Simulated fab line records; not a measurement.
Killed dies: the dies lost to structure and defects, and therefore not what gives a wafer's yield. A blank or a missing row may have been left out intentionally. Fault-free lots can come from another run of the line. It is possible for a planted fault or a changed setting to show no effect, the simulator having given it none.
A single fault, viewed from 2 desks / flow sky130 / each desk holds nothing but its own numbers, with what lay behind them at the end

## METROLOGY DESK
Lot by lot, what the gauges showed, no matter which tool ran the lot: averages of those sampled wafers that carry a number. If a lot's mean is further than 4 standard deviations from the usual mean, the lot is out of limits and carries the mark OUT (the distance appears in the brackets).
Columns: A = VT_ADJUST_PCH_TW at SKY_VT_ADJUST_PCH_TW_MEAS_10, usual 144.1; B = VIA1_OVL at SKY_VIA1_OVL_MEAS_13, usual 0 nm; C = VIA1_W_THK at SKY_VIA1_THK_MEAS_23, usual 270 nm
lot=L581; first seen here=day 10 21:52; A=145.4; B=-5; C=269
lot=L583; first seen here=day 11 18:47; A=144.3; B=6; C=269
lot=L584; first seen here=day 11 20:31; A=145.0; B=-8; C=271
lot=L585; first seen here=day 12 12:45; A=144.0; B=1; C=264
lot=L588; first seen here=day 13 05:19; A=144.9; B=1; C=270
lot=L589; first seen here=day 13 12:42; A=144.8; B=-7; C=271
lot=L594; first seen here=day 14 20:14; A=154.7 (+11) OUT; B=-4; C=274
lot=L596; first seen here=day 15 16:13; A=150.9 (+7.0) OUT; B=2; C=268
lot=L597; first seen here=day 16 00:18; A=143.7; B=-1; C=271
lot=L601; first seen here=day 17 00:40; A=143.4; B=7; C=269
lot=L602; first seen here=day 17 10:57; A=144.3; B=4; C=269
lot=L603; first seen here=day 17 19:03; A=143.0; B=-2; C=263
This desk reports L594, L596 out of limits; the earliest was L594 at day 14 20:14 (VT_ADJUST_PCH_TW at SKY_VT_ADJUST_PCH_TW_MEAS_10). L581, L583, L584, L585, L588, L589, L597, L601, L602, L603: within limits.

## DESK OF THE TOOL OWNER: implanter-02
The tool's own readings at SKY_VT_ADJUST_PCH_IMPLANT_08: means of the sampled wafers that have a number, for each lot that ran on this tool. If a lot's mean is further than 4 standard deviations from the usual mean, the lot is out of limits and carries the mark OUT (the distance appears in the brackets).
Columns: A = beam-on-s at SKY_VT_ADJUST_PCH_IMPLANT_08, usual 10.00 s; B = dose-ions-cm2 at SKY_VT_ADJUST_PCH_IMPLANT_08, usual 5.001e+11; C = end-station-pressure-torr at SKY_VT_ADJUST_PCH_IMPLANT_08, usual 5e-06 Torr; D = faraday-current-uA at SKY_VT_ADJUST_PCH_IMPLANT_08, usual 2.82
lot=L581; first seen here=day 10 21:37; A=10.06; B=5.004e+11; C=5e-06; D=2.81
lot=L584; first seen here=day 11 20:16; A=9.87; B=4.997e+11; C=5e-06; D=2.86
lot=L589; first seen here=day 13 12:28; A=10.16; B=5.005e+11; C=5e-06; D=2.78
lot=L594; first seen here=day 14 20:02; A=13.01 (+16) OUT; B=5.002e+11; C=1e-04 (+99 or more) OUT; D=2.19 (-12) OUT
lot=L596; first seen here=day 15 15:58; A=12.87 (+15) OUT; B=5.008e+11; C=1e-04 (+99 or more) OUT; D=2.22 (-11) OUT
This desk's verdict: out of limits on L594, L596, starting with L594 at day 14 20:02 (beam-on-s at SKY_VT_ADJUST_PCH_IMPLANT_08). L581, L584, L589: within limits.

## ALL TOGETHER
On L594, L596, at day 14 20:02, an alarm was possible from the tool owner's desk.
At day 14 20:14 the metrology desk could have sounded an alarm, on L594, L596.
On implanter-02, each named lot ran SKY_VT_ADJUST_PCH_IMPLANT_08.

## WHAT THE SIMULATOR HAD INSERTED
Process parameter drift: implanter-02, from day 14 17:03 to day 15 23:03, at SKY_VT_ADJUST_PCH_IMPLANT_08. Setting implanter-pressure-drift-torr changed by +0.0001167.
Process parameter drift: implanter-02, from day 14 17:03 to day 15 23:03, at SKY_VT_ADJUST_PCH_IMPLANT_08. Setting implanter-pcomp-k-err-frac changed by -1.
Struck lots among those shown: L594, L596.
Counting hours from when the fault started, the first reading out of limits came at 3 for the tool owner's desk and at 3 for the metrology desk.
